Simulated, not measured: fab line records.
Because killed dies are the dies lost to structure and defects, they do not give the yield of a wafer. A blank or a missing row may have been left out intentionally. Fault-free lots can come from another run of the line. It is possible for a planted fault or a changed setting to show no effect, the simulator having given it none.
fab line records || flow gf180mcu || part 2 of 2: steps 28 to 40 of 40
[record] {"lots": 5, "wafers": 15, "last-day": 33}
route steps=602 shown SAB@265 SALICIDE@278 CONTACT@287
lots untouched by any fault: they come from a run of this same line in which no faults occurred
start-h: hours from the record's opening day to when the first of the lot's shown wafers began || wait-h: how many hours have passed since the lot's step before this one || " the same as in the row above || L1.1+2: a single row standing in for several wafers || - either no value or no given start || * or withheld: withheld || < > ~ a bound
route shown NAME@n: NAME is a module with steps in the file, n the number in the route of the first one || usual: the fault-free wafers' mean and standard deviation || same: alike in all rows || chamber/n: place in a boat || sites: per-site readings || _std_site: the standard deviation of these || _edge_site: inner sites' mean taken away from outer sites' mean || radius-mm: how far each site lies from the wafer's centre || mask NAME#n: copy n || behind: tool/chamber where the wafer was last shaped || hold: reason for holding the lot/hours on hold/outcome of the hold || device: names the non-switching transistor (n, p or np) || end of line: the tests these same wafers got at the end of their route || where a step has no rows: the recipe by itself || killed: dies that structure and defects cost at the first sort, which is not the same as the wafer's yield || map: dies across one wafer; x = killed, . = not, _ = none there
set.NAME: setting as actually run; set.NAME@STEP: the setting as run at that earlier step || model.NAME: the simulator's own value behind a step, which no gauge read
certain route steps with their lots: each step a table, each wafer a row
services: from which hour (start-h, from the record's first day; less than 0 if before it) a tool's chamber was out of use, for how many hours, and why
[[steps]]
[step GF_CONTACT_BOW_MEAS_05]
[recipe] {"mode": "bow"}
[usual] {"CONTACT_BOW": "64/7.5"}
{"lot.wafer": "L084.3", "tool": "film-metro-02", "chamber": "-", "start-h": 437.31, "wait-h": 0.1, "CONTACT_BOW[um]": 66}
{"lot.wafer": "L084.4", "tool": "film-metro-02", "chamber": "-", "start-h": 437.31, "wait-h": 0.1, "CONTACT_BOW[um]": 77}
{"lot.wafer": "L084.5", "tool": "film-metro-02", "chamber": "-", "start-h": 437.31, "wait-h": 0.1, "CONTACT_BOW[um]": 61}
{"lot.wafer": "L085.3", "tool": "film-metro-02", "chamber": "-", "start-h": 446.44, "wait-h": 0.1, "CONTACT_BOW[um]": 68}
{"lot.wafer": "L085.4", "tool": "film-metro-02", "chamber": "-", "start-h": 446.44, "wait-h": 0.1, "CONTACT_BOW[um]": 65}
{"lot.wafer": "L085.6", "tool": "film-metro-02", "chamber": "-", "start-h": 446.44, "wait-h": 0.1, "CONTACT_BOW[um]": 60}
{"lot.wafer": "L086.1", "tool": "film-metro-03", "chamber": "-", "start-h": 452.34, "wait-h": 0.1, "CONTACT_BOW[um]": 64}
{"lot.wafer": "L086.2", "tool": "film-metro-03", "chamber": "-", "start-h": 452.34, "wait-h": 0.1, "CONTACT_BOW[um]": 68}
{"lot.wafer": "L086.4", "tool": "film-metro-03", "chamber": "-", "start-h": 452.34, "wait-h": 0.1, "CONTACT_BOW[um]": 68}
{"lot.wafer": "L091.1", "tool": "film-metro-02", "chamber": "-", "start-h": 488.13, "wait-h": 0.1, "CONTACT_BOW[um]": 67}
{"lot.wafer": "L091.2", "tool": "film-metro-02", "chamber": "-", "start-h": 488.13, "wait-h": 0.1, "CONTACT_BOW[um]": 64}
{"lot.wafer": "L091.5", "tool": "film-metro-02", "chamber": "-", "start-h": 488.13, "wait-h": 0.1, "CONTACT_BOW[um]": 52}
{"lot.wafer": "L092.1", "tool": "film-metro-04", "chamber": "-", "start-h": 491.24, "wait-h": 0.2, "CONTACT_BOW[um]": 54}
{"lot.wafer": "L092.3", "tool": "film-metro-04", "chamber": "-", "start-h": 491.24, "wait-h": 0.2, "CONTACT_BOW[um]": 68}
{"lot.wafer": "L092.5", "tool": "film-metro-04", "chamber": "-", "start-h": 491.24, "wait-h": 0.2, "CONTACT_BOW[um]": 69}
[step GF_CONTACT_DEHYDRATE_06]
[recipe] {"temp-c": 200, "time-s": 60}
{"lot.wafer": "L084.3+4+5", "tool": "litho-track-01", "chamber": 0, "start-h": 448.79, "wait-h": 11.5}
{"lot.wafer": "L085.3+4+6", "tool": "litho-track-02", "chamber": 0, "start-h": 457.95, "wait-h": 11.5}
{"lot.wafer": "L086.1+2+4", "tool": "litho-track-03", "chamber": 0, "start-h": 463.81, "wait-h": 11.4}
{"lot.wafer": "L091.1+2+5", "tool": "litho-track-01", "chamber": 0, "start-h": 499.18, "wait-h": 11.0}
{"lot.wafer": "L092.1+3+5", "tool": "litho-track-01", "chamber": 0, "start-h": 502.53, "wait-h": 11.3}
[step GF_CONTACT_HMDS_07]
[recipe] {"prime-time-s": 60, "prime-temp-c": 120}
[usual] {"prime-temp-c": "120.00/0.14"}
{"lot.wafer": "L084.3", "tool": "litho-track-01", "chamber": 0, "start-h": 448.94, "wait-h": 0.1, "prime-temp-c": 119.90}
{"lot.wafer": "L084.4", "tool": "litho-track-01", "chamber": 0, "start-h": 448.94, "wait-h": 0.1, "prime-temp-c": 119.84}
{"lot.wafer": "L084.5", "tool": "litho-track-01", "chamber": 0, "start-h": 448.94, "wait-h": 0.1, "prime-temp-c": 119.91}
{"lot.wafer": "L085.3", "tool": "litho-track-02", "chamber": 0, "start-h": 458.10, "wait-h": 0.1, "prime-temp-c": 120.04}
{"lot.wafer": "L085.4", "tool": "litho-track-02", "chamber": 0, "start-h": 458.10, "wait-h": 0.1, "prime-temp-c": 120.31}
{"lot.wafer": "L085.6", "tool": "litho-track-02", "chamber": 0, "start-h": 458.10, "wait-h": 0.1, "prime-temp-c": 120.04}
{"lot.wafer": "L086.1", "tool": "litho-track-03", "chamber": 0, "start-h": 463.96, "wait-h": 0.1, "prime-temp-c": 119.83}
{"lot.wafer": "L086.2", "tool": "litho-track-03", "chamber": 0, "start-h": 463.96, "wait-h": 0.1, "prime-temp-c": 119.95}
{"lot.wafer": "L086.4", "tool": "litho-track-03", "chamber": 0, "start-h": 463.96, "wait-h": 0.1, "prime-temp-c": 120.15}
{"lot.wafer": "L091.1", "tool": "litho-track-01", "chamber": 0, "start-h": 499.33, "wait-h": 0.1, "prime-temp-c": 119.94}
{"lot.wafer": "L091.2", "tool": "litho-track-01", "chamber": 0, "start-h": 499.33, "wait-h": 0.1, "prime-temp-c": 119.96}
{"lot.wafer": "L091.5", "tool": "litho-track-01", "chamber": 0, "start-h": 499.33, "wait-h": 0.1, "prime-temp-c": 120.09}
{"lot.wafer": "L092.1", "tool": "litho-track-01", "chamber": 0, "start-h": 502.68, "wait-h": 0.1, "prime-temp-c": 120.28}
{"lot.wafer": "L092.3", "tool": "litho-track-01", "chamber": 0, "start-h": 502.68, "wait-h": 0.1, "prime-temp-c": 120.18}
{"lot.wafer": "L092.5", "tool": "litho-track-01", "chamber": 0, "start-h": 502.68, "wait-h": 0.1, "prime-temp-c": 120.14}
[step GF_CONTACT_COAT_08]
[recipe] {"resist": "BARC", "temp-c": "withheld", "time-s": "withheld", "spin-rpm": "withheld", "resist-thk-nm": "withheld"}
{"lot.wafer": "L084.3+4+5", "tool": "litho-track-01", "chamber": 0, "start-h": 449.09, "wait-h": 0.1}
{"lot.wafer": "L085.3+4+6", "tool": "litho-track-02", "chamber": 0, "start-h": 458.25, "wait-h": 0.1}
{"lot.wafer": "L086.1+2+4", "tool": "litho-track-03", "chamber": 0, "start-h": 464.11, "wait-h": 0.1}
{"lot.wafer": "L091.1+2+5", "tool": "litho-track-01", "chamber": 0, "start-h": 499.48, "wait-h": 0.1}
{"lot.wafer": "L092.1+3+5", "tool": "litho-track-01", "chamber": 0, "start-h": 502.83, "wait-h": 0.1}
[step GF_CONTACT_COAT_09]
[recipe] {"resist": "KrF", "spin-rpm": "withheld", "resist-thk-nm": 1000}
{"lot.wafer": "L084.3+4+5", "tool": "litho-track-01", "chamber": 0, "start-h": "-", "wait-h": "-"}
{"lot.wafer": "L085.3+4+6", "tool": "litho-track-02", "chamber": 0, "start-h": "-", "wait-h": "-"}
{"lot.wafer": "L086.1+2+4", "tool": "litho-track-03", "chamber": 0, "start-h": "-", "wait-h": "-"}
{"lot.wafer": "L091.1+2+5", "tool": "litho-track-01", "chamber": 0, "start-h": "-", "wait-h": "-"}
{"lot.wafer": "L092.1+3+5", "tool": "litho-track-01", "chamber": 0, "start-h": "-", "wait-h": "-"}
[step GF_CONTACT_SOFTBAKE_10]
[recipe] {"temp-c": 130, "time-s": 60, "resist": "KrF"}
{"lot.wafer": "L084.3+4+5", "tool": "litho-track-01", "chamber": 0, "start-h": "-", "wait-h": "-"}
{"lot.wafer": "L085.3+4+6", "tool": "litho-track-02", "chamber": 0, "start-h": "-", "wait-h": "-"}
{"lot.wafer": "L086.1+2+4", "tool": "litho-track-03", "chamber": 0, "start-h": "-", "wait-h": "-"}
{"lot.wafer": "L091.1+2+5", "tool": "litho-track-01", "chamber": 0, "start-h": "-", "wait-h": "-"}
{"lot.wafer": "L092.1+3+5", "tool": "litho-track-01", "chamber": 0, "start-h": "-", "wait-h": "-"}
[step GF_CONTACT_EXPOSE_11]
[recipe] {"mask-id": "Contact", "target-cd-nm": 220, "na": 0.68, "source-shape": "conventional", "sigma-outer": 0.6, "dose-mj": 38}
[same] {"na": 0.68}
{"lot.wafer": "L084.3+4+5", "tool": "krf-scanner-02", "chamber": 0, "start-h": "-", "wait-h": "-", "mask": "Contact#0"}
{"lot.wafer": "L085.3+4+6", "tool": "krf-scanner-02", "chamber": 0, "start-h": "-", "wait-h": "-", "mask": "Contact#0"}
{"lot.wafer": "L086.1+2+4", "tool": "krf-scanner-01", "chamber": 0, "start-h": "-", "wait-h": "-", "mask": "Contact#0"}
{"lot.wafer": "L091.1+2+5", "tool": "krf-scanner-01", "chamber": 0, "start-h": "-", "wait-h": "-", "mask": "Contact#0"}
{"lot.wafer": "L092.1+3+5", "tool": "krf-scanner-02", "chamber": 0, "start-h": "-", "wait-h": "-", "mask": "Contact#0"}
[step GF_CONTACT_PEB_12]
[recipe] {"peb-temp-c": 135, "peb-time-s": 90, "resist": "KrF"}
{"lot.wafer": "L084.3+4+5", "tool": "litho-track-01", "chamber": 0, "start-h": "-", "wait-h": "-"}
{"lot.wafer": "L085.3+4+6", "tool": "litho-track-02", "chamber": 0, "start-h": "-", "wait-h": "-"}
{"lot.wafer": "L086.1+2+4", "tool": "litho-track-02", "chamber": 0, "start-h": "-", "wait-h": "-"}
{"lot.wafer": "L091.1+2+5", "tool": "litho-track-02", "chamber": 0, "start-h": "-", "wait-h": "-"}
{"lot.wafer": "L092.1+3+5", "tool": "litho-track-02", "chamber": 0, "start-h": "-", "wait-h": "-"}
[step GF_CONTACT_DEVELOP_13]
[recipe] {"develop-time-s": 60, "resist": "KrF", "dev-temp-c": 21}
{"lot.wafer": "L084.3+4+5", "tool": "litho-track-01", "chamber": 0, "start-h": 460.94, "wait-h": 0.1}
{"lot.wafer": "L085.3+4+6", "tool": "litho-track-02", "chamber": 0, "start-h": 470.65, "wait-h": 0.1}
{"lot.wafer": "L086.1+2+4", "tool": "litho-track-02", "chamber": 0, "start-h": 476.15, "wait-h": 0.2}
{"lot.wafer": "L091.1+2+5", "tool": "litho-track-02", "chamber": 0, "start-h": 511.60, "wait-h": 0.2}
{"lot.wafer": "L092.1+3+5", "tool": "litho-track-02", "chamber": 0, "start-h": 515.35, "wait-h": 0.2}
[step GF_CONTACT_CD_MEAS_14]
[recipe] {"target-cd-nm": 220}
[usual] {"cd-nm": "220.3/1.4"}
{"lot.wafer": "L084.3", "tool": "cd-sem-01", "chamber": "-", "start-h": 461.08, "wait-h": 0.1, "cd-nm": 221.1}
{"lot.wafer": "L084.4", "tool": "cd-sem-01", "chamber": "-", "start-h": 461.08, "wait-h": 0.1, "cd-nm": 222.3}
{"lot.wafer": "L084.5", "tool": "cd-sem-01", "chamber": "-", "start-h": 461.08, "wait-h": 0.1, "cd-nm": 223.1}
{"lot.wafer": "L085.3", "tool": "cd-sem-01", "chamber": "-", "start-h": 470.79, "wait-h": 0.1, "cd-nm": 218.4}
{"lot.wafer": "L085.4", "tool": "cd-sem-01", "chamber": "-", "start-h": 470.79, "wait-h": 0.1, "cd-nm": 218.4}
{"lot.wafer": "L085.6", "tool": "cd-sem-01", "chamber": "-", "start-h": 470.79, "wait-h": 0.1, "cd-nm": 218.4}
{"lot.wafer": "L086.1", "tool": "cd-sem-01", "chamber": "-", "start-h": 476.30, "wait-h": 0.1, "cd-nm": 219.3}
{"lot.wafer": "L086.2", "tool": "cd-sem-01", "chamber": "-", "start-h": 476.30, "wait-h": 0.1, "cd-nm": 220.0}
{"lot.wafer": "L086.4", "tool": "cd-sem-01", "chamber": "-", "start-h": 476.30, "wait-h": 0.1, "cd-nm": 220.3}
{"lot.wafer": "L091.1", "tool": "cd-sem-02", "chamber": "-", "start-h": 511.75, "wait-h": 0.1, "cd-nm": 221.8}
{"lot.wafer": "L091.2", "tool": "cd-sem-02", "chamber": "-", "start-h": 511.75, "wait-h": 0.1, "cd-nm": 221.1}
{"lot.wafer": "L091.5", "tool": "cd-sem-02", "chamber": "-", "start-h": 511.75, "wait-h": 0.1, "cd-nm": 221.7}
{"lot.wafer": "L092.1", "tool": "cd-sem-01", "chamber": "-", "start-h": 515.50, "wait-h": 0.1, "cd-nm": 221.1}
{"lot.wafer": "L092.3", "tool": "cd-sem-01", "chamber": "-", "start-h": 515.50, "wait-h": 0.1, "cd-nm": 223.0}
{"lot.wafer": "L092.5", "tool": "cd-sem-01", "chamber": "-", "start-h": 515.50, "wait-h": 0.1, "cd-nm": 221.8}
[step GF_CONTACT_OVL_MEAS_15]
[usual] {"CONTACT_OVL": "1/5.1"}
{"lot.wafer": "L084.3", "tool": "overlay-01", "chamber": "-", "start-h": 461.17, "wait-h": 0.1, "CONTACT_OVL[nm]": -3}
{"lot.wafer": "L084.4", "tool": "overlay-01", "chamber": "-", "start-h": 461.17, "wait-h": 0.1, "CONTACT_OVL[nm]": 8}
{"lot.wafer": "L084.5", "tool": "overlay-01", "chamber": "-", "start-h": 461.17, "wait-h": 0.1, "CONTACT_OVL[nm]": 1}
{"lot.wafer": "L085.3", "tool": "overlay-02", "chamber": "-", "start-h": 470.88, "wait-h": 0.1, "CONTACT_OVL[nm]": -5}
{"lot.wafer": "L085.4", "tool": "overlay-02", "chamber": "-", "start-h": 470.88, "wait-h": 0.1, "CONTACT_OVL[nm]": -1}
{"lot.wafer": "L085.6", "tool": "overlay-02", "chamber": "-", "start-h": 470.88, "wait-h": 0.1, "CONTACT_OVL[nm]": -6}
{"lot.wafer": "L086.1", "tool": "overlay-02", "chamber": "-", "start-h": 476.42, "wait-h": 0.1, "CONTACT_OVL[nm]": 4}
{"lot.wafer": "L086.2", "tool": "overlay-02", "chamber": "-", "start-h": 476.42, "wait-h": 0.1, "CONTACT_OVL[nm]": 10}
{"lot.wafer": "L086.4", "tool": "overlay-02", "chamber": "-", "start-h": 476.42, "wait-h": 0.1, "CONTACT_OVL[nm]": 5}
{"lot.wafer": "L091.1", "tool": "overlay-02", "chamber": "-", "start-h": 511.87, "wait-h": 0.1, "CONTACT_OVL[nm]": -1}
{"lot.wafer": "L091.2", "tool": "overlay-02", "chamber": "-", "start-h": 511.87, "wait-h": 0.1, "CONTACT_OVL[nm]": -4}
{"lot.wafer": "L091.5", "tool": "overlay-02", "chamber": "-", "start-h": 511.87, "wait-h": 0.1, "CONTACT_OVL[nm]": -2}
{"lot.wafer": "L092.1", "tool": "overlay-01", "chamber": "-", "start-h": 515.62, "wait-h": 0.1, "CONTACT_OVL[nm]": -1}
{"lot.wafer": "L092.3", "tool": "overlay-01", "chamber": "-", "start-h": 515.62, "wait-h": 0.1, "CONTACT_OVL[nm]": -6}
{"lot.wafer": "L092.5", "tool": "overlay-01", "chamber": "-", "start-h": 515.62, "wait-h": 0.1, "CONTACT_OVL[nm]": -2}
[step GF_CONTACT_ETCH_16]
[recipe] {"chemistry": "N2/H2", "target-depth-a": "withheld", "overetch-a": "withheld", "time-s": "withheld", "target": "BARC", "ion-energy-ev": 200, "source-w": 500, "bias-w": 100, "pressure-mtorr": 30, "n2-flow-sccm": 100, "h2-flow-sccm": 200}
[usual] {"drypump-motor-current-A": "5.9/0.41", "oes-product-au": "0.854/0.0049", "throttle-valve-pct": "13.226/0.009"}
{"lot.wafer": "L084.3", "tool": "rie-diel-01", "chamber": 1, "start-h": 461.19, "wait-h": 0.0, "drypump-motor-current-A": 5.2, "oes-product-au": 0.852, "throttle-valve-pct": 13.208}
{"lot.wafer": "L084.4", "tool": "rie-diel-01", "chamber": 2, "start-h": 461.19, "wait-h": 0.0, "drypump-motor-current-A": 5.5, "oes-product-au": 0.858, "throttle-valve-pct": 13.245}
{"lot.wafer": "L084.5", "tool": "rie-diel-01", "chamber": 0, "start-h": 461.19, "wait-h": 0.0, "drypump-motor-current-A": 5.8, "oes-product-au": 0.850, "throttle-valve-pct": 13.225}
{"lot.wafer": "L085.3", "tool": "rie-diel-01", "chamber": 2, "start-h": 470.91, "wait-h": 0.0, "drypump-motor-current-A": 5.4, "oes-product-au": 0.855, "throttle-valve-pct": 13.239}
{"lot.wafer": "L085.4", "tool": "rie-diel-01", "chamber": 0, "start-h": 470.91, "wait-h": 0.0, "drypump-motor-current-A": 5.9, "oes-product-au": 0.859, "throttle-valve-pct": 13.231}
{"lot.wafer": "L085.6", "tool": "rie-diel-01", "chamber": 1, "start-h": 470.91, "wait-h": 0.0, "drypump-motor-current-A": 5.2, "oes-product-au": 0.855, "throttle-valve-pct": 13.238}
{"lot.wafer": "L086.1", "tool": "rie-diel-01", "chamber": 2, "start-h": 476.46, "wait-h": 0.0, "drypump-motor-current-A": 5.5, "oes-product-au": 0.852, "throttle-valve-pct": 13.224}
{"lot.wafer": "L086.2", "tool": "rie-diel-01", "chamber": 3, "start-h": 476.46, "wait-h": 0.0, "drypump-motor-current-A": 6.5, "oes-product-au": 0.859, "throttle-valve-pct": 13.230}
{"lot.wafer": "L086.4", "tool": "rie-diel-01", "chamber": 1, "start-h": 476.46, "wait-h": 0.0, "drypump-motor-current-A": 5.2, "oes-product-au": 0.858, "throttle-valve-pct": 13.216}
{"lot.wafer": "L091.1", "tool": "rie-diel-03", "chamber": 0, "start-h": 511.91, "wait-h": 0.0, "drypump-motor-current-A": 5.6, "oes-product-au": 0.862, "throttle-valve-pct": 13.225}
{"lot.wafer": "L091.2", "tool": "rie-diel-03", "chamber": 3, "start-h": 511.91, "wait-h": 0.0, "drypump-motor-current-A": 5.8, "oes-product-au": 0.849, "throttle-valve-pct": 13.217}
{"lot.wafer": "L091.5", "tool": "rie-diel-03", "chamber": 2, "start-h": 511.91, "wait-h": 0.0, "drypump-motor-current-A": 6.5, "oes-product-au": 0.855, "throttle-valve-pct": 13.215}
{"lot.wafer": "L092.1", "tool": "rie-diel-03", "chamber": 2, "start-h": 515.66, "wait-h": 0.0, "drypump-motor-current-A": 6.5, "oes-product-au": 0.850, "throttle-valve-pct": 13.220}
{"lot.wafer": "L092.3", "tool": "rie-diel-03", "chamber": 0, "start-h": 515.66, "wait-h": 0.0, "drypump-motor-current-A": 5.7, "oes-product-au": 0.859, "throttle-valve-pct": 13.221}
{"lot.wafer": "L092.5", "tool": "rie-diel-03", "chamber": 1, "start-h": 515.66, "wait-h": 0.0, "drypump-motor-current-A": 5.9, "oes-product-au": 0.863, "throttle-valve-pct": 13.213}
[step GF_CONTACT_ETCH_17]
[recipe] {"chemistry": "C4F8/O2/Ar", "mask-material": "KrF", "target": "SiO2", "stop-on": "CoSi2", "source-w": 1500, "bias-w": 1200, "pressure-mtorr": 40, "c4f8-flow-sccm": "withheld", "O2_flow_sccm": 6, "Ar_flow_sccm": 300, "time-s": "withheld", "target-depth-a": 8600}
[usual] {"oes-product-au": "0.815/0.0054"}
{"lot.wafer": "L084.3", "tool": "rie-diel-01", "chamber": 1, "start-h": "-", "wait-h": "-", "oes-product-au": 0.808}
{"lot.wafer": "L084.4", "tool": "rie-diel-01", "chamber": 2, "start-h": "-", "wait-h": "-", "oes-product-au": 0.815}
{"lot.wafer": "L084.5", "tool": "rie-diel-01", "chamber": 0, "start-h": "-", "wait-h": "-", "oes-product-au": 0.814}
{"lot.wafer": "L085.3", "tool": "rie-diel-01", "chamber": 2, "start-h": "-", "wait-h": "-", "oes-product-au": 0.814}
{"lot.wafer": "L085.4", "tool": "rie-diel-01", "chamber": 0, "start-h": "-", "wait-h": "-", "oes-product-au": 0.822}
{"lot.wafer": "L085.6", "tool": "rie-diel-01", "chamber": 1, "start-h": "-", "wait-h": "-", "oes-product-au": 0.814}
{"lot.wafer": "L086.1", "tool": "rie-diel-01", "chamber": 2, "start-h": "-", "wait-h": "-", "oes-product-au": 0.814}
{"lot.wafer": "L086.2", "tool": "rie-diel-01", "chamber": 3, "start-h": "-", "wait-h": "-", "oes-product-au": 0.819}
{"lot.wafer": "L086.4", "tool": "rie-diel-01", "chamber": 1, "start-h": "-", "wait-h": "-", "oes-product-au": 0.811}
{"lot.wafer": "L091.1", "tool": "rie-diel-03", "chamber": 0, "start-h": "-", "wait-h": "-", "oes-product-au": 0.813}
{"lot.wafer": "L091.2", "tool": "rie-diel-03", "chamber": 3, "start-h": "-", "wait-h": "-", "oes-product-au": 0.811}
{"lot.wafer": "L091.5", "tool": "rie-diel-03", "chamber": 2, "start-h": "-", "wait-h": "-", "oes-product-au": 0.815}
{"lot.wafer": "L092.1", "tool": "rie-diel-03", "chamber": 2, "start-h": "-", "wait-h": "-", "oes-product-au": 0.820}
{"lot.wafer": "L092.3", "tool": "rie-diel-03", "chamber": 0, "start-h": "-", "wait-h": "-", "oes-product-au": 0.811}
{"lot.wafer": "L092.5", "tool": "rie-diel-03", "chamber": 1, "start-h": "-", "wait-h": "-", "oes-product-au": 0.810}
[[services]]
{"tool": "cmp-02", "chamber": "-", "start-h": 401.83, "hours": 3.3, "kind": "repair"}
{"tool": "iline-stepper-02", "chamber": "-", "start-h": 404.06, "hours": 2.1, "kind": "pm"}
{"tool": "krf-scanner-01", "chamber": "-", "start-h": 404.44, "hours": 0.8, "kind": "pm"}
{"tool": "cmp-01", "chamber": "-", "start-h": 405.54, "hours": 4.0, "kind": "pm"}
{"tool": "krf-scanner-01", "chamber": "-", "start-h": 408.21, "hours": 1.3, "kind": "pm"}
{"tool": "krf-scanner-02", "chamber": "-", "start-h": 409.77, "hours": 1.3, "kind": "pm"}
{"tool": "cmp-01", "chamber": "-", "start-h": 413.43, "hours": 6.7, "kind": "pm"}
{"tool": "plasma-asher-03", "chamber": "-", "start-h": 414.83, "hours": 1.4, "kind": "repair"}
{"tool": "rie-diel-03", "chamber": "-", "start-h": 416.82, "hours": 2.8, "kind": "pm"}
{"tool": "hdpcvd-01", "chamber": "-", "start-h": 420.60, "hours": 1.1, "kind": "repair"}
{"tool": "plasma-asher-01", "chamber": "-", "start-h": 421.25, "hours": 9.0, "kind": "pm"}
{"tool": "rie-diel-01", "chamber": "-", "start-h": 426.02, "hours": 1.8, "kind": "repair"}
{"tool": "rie-diel-01", "chamber": "-", "start-h": 437.90, "hours": 0.4, "kind": "repair"}
{"tool": "krf-scanner-02", "chamber": "-", "start-h": 440.77, "hours": 7.2, "kind": "repair"}
{"tool": "cmp-02", "chamber": "-", "start-h": 444.20, "hours": 3.7, "kind": "pm"}
{"tool": "pecvd-02", "chamber": "-", "start-h": 452.13, "hours": 0.5, "kind": "repair"}
{"tool": "iline-stepper-01", "chamber": "-", "start-h": 452.55, "hours": 1.7, "kind": "pm"}
{"tool": "rie-diel-01", "chamber": "-", "start-h": 459.79, "hours": 0.6, "kind": "repair"}
{"tool": "rie-diel-03", "chamber": 2, "start-h": 460.74, "hours": 5.2, "kind": "repair"}
{"tool": "krf-scanner-02", "chamber": "-", "start-h": 475.89, "hours": 0.3, "kind": "repair"}
{"tool": "krf-scanner-02", "chamber": "-", "start-h": 478.47, "hours": 0.8, "kind": "pm"}
{"tool": "wet-bench-01", "chamber": "-", "start-h": 484.72, "hours": 2.5, "kind": "repair"}
{"tool": "rtp-anneal-01", "chamber": "-", "start-h": 504.94, "hours": 13.8, "kind": "pm"}
{"tool": "krf-scanner-02", "chamber": "-", "start-h": 505.59, "hours": 0.9, "kind": "repair"}
